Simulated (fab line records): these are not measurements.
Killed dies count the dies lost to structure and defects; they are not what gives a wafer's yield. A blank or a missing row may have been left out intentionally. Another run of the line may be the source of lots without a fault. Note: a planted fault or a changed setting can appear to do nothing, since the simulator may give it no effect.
One fault through the eyes of 2 desks / flow gf180mcu / numbers are kept per desk, each desk with only its own; the story behind them comes last

THE TOOL OWNER'S DESK: plasma-asher-04
The tool's own readings at GF_VT_IMPLANT_STRIP_31 (strips in O2/N2): means of the sampled wafers that have a number, for each lot that ran on this tool. If a lot's mean is further than 4 standard deviations from the usual mean, the lot is out of limits and carries the mark OUT (the distance appears in the brackets).
Columns: A = drypump-motor-current-A at GF_VT_IMPLANT_STRIP_31, usual 5.72 A; B = heater-power-w at GF_VT_IMPLANT_STRIP_31, usual 327 W; C = oes-product-au at GF_VT_IMPLANT_STRIP_31, usual 0.716 a.u.; D = strip-time-to-endpoint-s at GF_VT_IMPLANT_STRIP_31, usual 12.61 s
lot=L541; first seen here=day 7 12:45; A=6.07; B=325; C=0.716; D=12.68
lot=L558; first seen here=day 12 03:08; A=6.08; B=329; C=0.716; D=12.60
lot=L560; first seen here=day 12 14:44; A=6.06; B=335; C=0.711; D=12.63
Finding of this desk: none of the 3 lots has anything out of limits.

AT THE METROLOGY DESK
Lot by lot, what the gauges showed, no matter which tool ran the lot: averages of those sampled wafers that carry a number. If a lot's mean is further than 4 standard deviations from the usual mean, the lot is out of limits and carries the mark OUT (the distance appears in the brackets).
Columns: A = cd-nm at GF_V5_CD_MEAS_14, usual 260.1 nm
lot=L539; first seen here=day 27 07:02; A=259.6
lot=L540; first seen here=day 27 08:29; A=261.5
lot=L541; first seen here=day 28 01:10; A=262.0
lot=L543; first seen here=day 28 17:10; A=260.4
lot=L544; first seen here=day 28 19:10; A=257.4
lot=L546; first seen here=day 29 08:18; A=260.3
lot=L547; first seen here=day 29 13:55; A=261.0
lot=L548; first seen here=day 30 04:40; A=258.5
lot=L549; first seen here=day 30 10:17; A=260.0
lot=L550; first seen here=day 30 16:55; A=261.9
lot=L551; first seen here=day 30 21:49; A=258.5
lot=L558; first seen here=day 32 13:24; A=261.0
lot=L560; first seen here=day 33 03:03; A=260.2
Finding of this desk: none of the 13 lots has anything out of limits.

TAKEN TOGETHER
The desk of the tool owner found nothing out of limits.
The metrology desk saw nothing out of limits.

WHAT WAS PUT IN BY THE SIMULATOR
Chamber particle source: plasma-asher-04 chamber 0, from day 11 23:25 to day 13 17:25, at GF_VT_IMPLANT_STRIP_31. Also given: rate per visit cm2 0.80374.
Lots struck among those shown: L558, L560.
